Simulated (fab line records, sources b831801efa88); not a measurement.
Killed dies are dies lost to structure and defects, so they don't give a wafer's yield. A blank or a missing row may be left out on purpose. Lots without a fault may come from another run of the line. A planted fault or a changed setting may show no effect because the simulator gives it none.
A struck lot beside a sound one | flow sky130 | 17 steps out of a route of 708
Sound: wafers L320.2, L320.4, L320.5. Struck: wafers L334.3, L334.5, L334.6. The cause comes at the end.
At each step with rows: each side's tool, then ch and its chambers, then its first start. Under that, the readings that differ: sound wafers | struck wafers | difference of the means | sigmas: that difference in standard deviations of wafers without a fault.
alike: readings whose means differ by less than 2 such deviations, and words and numbers that are the same on both sides. not compared: withheld readings, readings that some wafer has no value for, bounds like >300 that may hide the same value, and numbers for which the record gives no deviation and whose values overlap.
The two part at a step that has a row with sigmas, a row that says differs or no value, or rows on one side only. Numbers that don't overlap but have no deviation are shown without sigmas and don't part them. A reading that every wafer of one side lacks parts them only if that side has two wafers or more.

first, 5 steps without rows for these wafers: SKY_SD_N_COAT_02 (resist thk 1140 nm); SKY_SD_N_SOFTBAKE_03 (time 60 s); SKY_SD_N_EXPOSE_04 (exposes mask NSDM, target cd 380 nm); SKY_SD_N_PEB_05; SKY_SD_N_DEVELOP_06 (develop time 60 s).
SKY_SD_N_CD_MEAS_07: target cd 380 nm.
  sound on cd_sem-02, day 31 06:26; struck on cd_sem-02, day 34 22:57
  alike: cd_nm
SKY_SD_N_OVL_MEAS_08:
  sound on overlay-01, day 31 06:32; struck on overlay-01, day 34 23:02
  reading       | sound         | struck      | difference | sigmas
  SD_N_OVL (nm) | -0.4 -3.3 0.2 | 2.6 2.8 1.5 | +3.5       | +2
then, 2 steps without rows for these wafers: SKY_SD_N_IMPLANT_09; SKY_SD_N_IMPLANT_10.
SKY_SD_N_STRIP_11: strips in O2/N2.
  sound on plasma_asher-02 ch 0,1, day 31 06:52; struck on plasma_asher-02 ch 0,1, day 34 23:24
  alike: drypump_motor_current_A, n2_flow_sccm, oes_product_au, strip_time_to_endpoint_s
  not compared: rf_hours_counter_h
SKY_SD_N_TW_MEAS_12:
  sound on film_metro-01, day 31 06:59; struck on film_metro-03, day 34 23:29
  alike: SD_N_TW
then, 1 step without rows for these wafers: SKY_SD_N_CLEAN_13 (cleans in SC1/SC2, time 150 s).
SKY_SD_N_RTA_14: time 2 s.
  sound on rtp_anneal-02 ch 0, day 31 07:05; struck on rtp_anneal-02 ch 0, day 34 23:39
  reading            | sound             | struck            | difference | sigmas
  lamp_power_pct (%) | 15.71 15.79 15.70 | 15.00 15.07 15.01 | -0.71      | -13
  alike: wafer_temp_C_max
SKY_SD_N_RS_MEAS_16: measures by four-point-probe.
  sound on film_metro-04, day 31 07:16; struck on film_metro-03, day 34 23:51
  reading          | sound             | struck            | difference | sigmas
  SD_N_RS (ohm/sq) | 68.72 68.60 68.79 | 71.84 71.85 71.96 | +3.18      | +26
SKY_SD_N_RS_MEAS_17: measures by four-point-probe.
  sound on film_metro-04, day 31 07:23; struck on film_metro-03, day 34 23:58
  reading          | sound             | struck            | difference | sigmas
  SD_P_RS (ohm/sq) | 147.3 148.2 147.9 | 166.1 166.1 166.2 | +18.3      | +46
SKY_SD_N_RS_MEAS_18: measures by four-point-probe.
  sound on film_metro-04, day 31 07:31; struck on film_metro-03, day 35 00:05
  alike: RES_XHIGH_RS
-- the record jumps here: 16 days lie between the struck wafers' starts before and after (it left off in module SD_N and takes up again in module PAD_OPEN, whose first step shown is number 708 of the route) --
SKY_PAD_OPEN_PROBE_99:
  sound on prober-02, day 48 04:17; struck on prober-01, day 50 18:17
  reading                                | sound             | struck            | difference | sigmas
  model.etest.res_xhigh_po.line_ohm_um   | 5534 5683 5833    | 6990 7121 6850    | +1304      |
  model.etest.res_xhigh_po.rs_ohm_sq     | 1951 1991 2024    | 2422 2524 2399    | +460       |
  model.etest.pfet_01v8.r_on_ohm_um      | 3011 2949 2985    | 3287 3192 3230    | +255       |
  model.etest.tip_p.rs_ohm_sq            | 6946 6916 7013    | 7208 7154 7118    | +202       |
  model.etest.res_pdiff.line_ohm_um      | 1360 1373 1411    | 1572 1581 1601    | +203       |
  model.etest.res_high_po.line_ohm_um    | 724 736.5 738.7   | 872.9 905.3 865.5 | +148.2     |
  model.etest.pfet_g5v0d10v5.r_on_ohm_um | 4798 4723 4833    | 5018 4897 4959    | +173       |
  model.etest.licon_high_po.rc_ohm       | 341.1 332.5 360.4 | 457.1 463.4 458.8 | +115.1     |
  alike: killed_at_M0_to_M3, killed_at_M4_up, killed_at_contacts, killed_at_front_end, killed_at_other, killed_dies, killed_open, killed_short

WHERE THEY PART
First at SKY_SD_N_OVL_MEAS_08; last, within this record, at SKY_SD_N_RS_MEAS_17. Later steps at which nothing parts them and some readings are alike: SKY_SD_N_RS_MEAS_18, SKY_PAD_OPEN_PROBE_99.

WHY: what the simulator had put in
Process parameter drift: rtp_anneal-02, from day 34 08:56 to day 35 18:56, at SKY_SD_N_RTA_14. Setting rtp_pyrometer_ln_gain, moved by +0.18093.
